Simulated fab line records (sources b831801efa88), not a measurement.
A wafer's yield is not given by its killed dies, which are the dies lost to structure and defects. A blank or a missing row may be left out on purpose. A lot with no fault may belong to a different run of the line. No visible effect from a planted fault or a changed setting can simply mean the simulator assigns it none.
Which of the tools did it? || flow gf180mcu || 21 wafers sampled from 7 lots at 1 step of a route of 602

## WHAT THE GAUGES READ, wafer by wafer
GF_STI_BOW_MEAS_00.
{"lot": "L722", "measured": "day 1 15:01", "on": "film_metro-04", "INCOMING_BOW (um)": "3 -5 4"}
{"lot": "L725", "measured": "day 2 06:01", "on": "film_metro-03", "INCOMING_BOW (um)": "-2 6 -9"}
{"lot": "L727", "measured": "day 2 16:00", "on": "film_metro-03", "INCOMING_BOW (um)": "-3 4 8"}
{"lot": "L729", "measured": "day 3 02:01", "on": "film_metro-04", "INCOMING_BOW (um)": "-5 12 1"}
{"lot": "L735", "measured": "day 4 08:01", "on": "film_metro-04", "INCOMING_BOW (um)": "0 -6 6"}
{"lot": "L739", "measured": "day 5 04:02", "on": "film_metro-03", "INCOMING_BOW (um)": "-6 -7 -4"}
{"lot": "L742", "measured": "day 5 19:04", "on": "film_metro-03", "INCOMING_BOW (um)": "3 3 -1"}

## WHAT TOOL EACH LOT RAN ON (gives the tool, then ch and the chambers of the sampled wafers, and finally the start)
No process step before these readings appears in the record.

## THE ANSWER, worked out from the rows above alone
Rule: the usual values come from the lots themselves. Put in order of their means at a reading, lots are off if they are a third of the lots or fewer, leave a main group of 4 or more, and stand apart from it by a gap of 3 or more times the standard deviation of the main group's means; of several such gaps the widest counts. If all means in a main group match to the digits the tables above print for the reading, that group is not used. Also off: a lot with no number at a reading for which 4 or more lots have one. All remaining lots with rows at the step are treated as sound.
None of the lots is off at any reading shown; this tells nothing.

## WHAT WAS PUT IN BY THE SIMULATOR
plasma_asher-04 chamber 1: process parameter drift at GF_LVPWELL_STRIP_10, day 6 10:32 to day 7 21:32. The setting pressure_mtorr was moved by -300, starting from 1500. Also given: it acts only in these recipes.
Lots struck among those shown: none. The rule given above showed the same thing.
